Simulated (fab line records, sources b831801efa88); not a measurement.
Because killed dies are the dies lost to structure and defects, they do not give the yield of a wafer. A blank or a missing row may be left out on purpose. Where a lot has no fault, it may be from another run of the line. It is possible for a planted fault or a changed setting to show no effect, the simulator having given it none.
Chamber matching + flow sky130 + SKY_LI_CONTACT_CMP_02 on cmp-02 has 4 sister chambers
The step polishes PSG. 14 wafers are shown with their chamber, then 7 later ones without.

## EACH WAFER AND ITS CHAMBER
| wafer  | chamber | motor current A (A) | time to endpoint s (s) | head pressure psi (psi) |
|--------|---------|---------------------|------------------------|-------------------------|
| L601.1 | 3       | 13.2                | 31.8                   | 3.996                   |
| L601.4 | 1       | 12.1                | 39.0                   | 3.993                   |
| L601.6 | 0       | 12.4                | 33.8                   | 3.991                   |
| L602.1 | 1       | 12.5                | 36.3                   | 4.008                   |
| L602.2 | 2       | 13.4                | 31.8                   | 4.009                   |
| L602.5 | 3       | 13.4                | 32.4                   | 4.001                   |
| L605.1 | 3       | 13.5                | 32.1                   | 4.009                   |
| L605.3 | 0       | 12.0                | 28.7                   | 4.020                   |
| L605.5 | 3       | 12.8                | 30.0                   | 3.998                   |
| L606.1 | 2       | 14.7                | 31.2                   | 3.995                   |
| L606.5 | 2       | 13.9                | 34.4                   | 4.016                   |
| L606.6 | 3       | 12.8                | 35.6                   | 3.982                   |
| L607.1 | 0       | 12.3                | 29.5                   | 3.999                   |
| L607.2 | 3       | 13.5                | 32.9                   | 4.001                   |

SIGNATURES, as means of the wafers listed above
| reading            | chamber 0 | chamber 1 | chamber 2 | chamber 3 | scatter within a chamber |
|--------------------|-----------|-----------|-----------|-----------|--------------------------|
| motor current A    | 12.233    | 12.300    | 14.000    | 13.200    | 0.396                    |
| time to endpoint s | 30.667    | 37.650    | 32.467    | 32.467    | 2.03                     |
| head pressure psi  | 4.00333   | 4.00050   | 4.00667   | 3.99783   | 0.0109                   |
Rule: for a wafer and a chamber, the distance is found by dividing, reading by reading, the gap between the wafer's reading and the chamber's mean by the reading's scatter, squaring, summing and taking the root. If the next closest chamber is less than 2 further off than the closest, the wafer can't be placed; otherwise it belongs to the closest. The scatter: the root of (the sum of the squares of (reading less its chamber's mean) over the shown wafers, divided by (wafers less chambers)).

## WAFERS MISSING THEIR CHAMBER
| wafer  | motor current A (A) | time to endpoint s (s) | head pressure psi (psi) |
|--------|---------------------|------------------------|-------------------------|
| L607.4 | 12.7                | 35.4                   | 4.005                   |
| L618.1 | 12.7                | 28.9                   | 4.002                   |
| L618.3 | 14.4                | 28.4                   | 3.995                   |
| L618.6 | 13.2                | 29.6                   | 3.993                   |
| L619.1 | 13.8                | 26.3                   | 4.000                   |
| L619.4 | 14.1                | 30.0                   | 4.003                   |
| L619.6 | 15.2                | 32.5                   | 3.998                   |

## THE CHAMBER EACH PASSED THROUGH
| wafer  | from the rows above          | in truth |
|--------|------------------------------|----------|
| L607.4 | can't be placed: 1 or 3 or 0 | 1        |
| L618.1 | can't be placed: 0 or 3      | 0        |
| L618.3 | can't be placed: 2 or 3      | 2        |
| L618.6 | can't be placed: 3 or 0 or 2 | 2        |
| L619.1 | can't be placed: 2 or 3 or 0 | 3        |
| L619.4 | can't be placed: 2 or 3      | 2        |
| L619.6 | can't be placed: 2 or 3      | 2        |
Correct placement for 0 of the 7. These rows do not allow placing 7 (true chamber among the candidates in 7). Wrongly placed: 0.
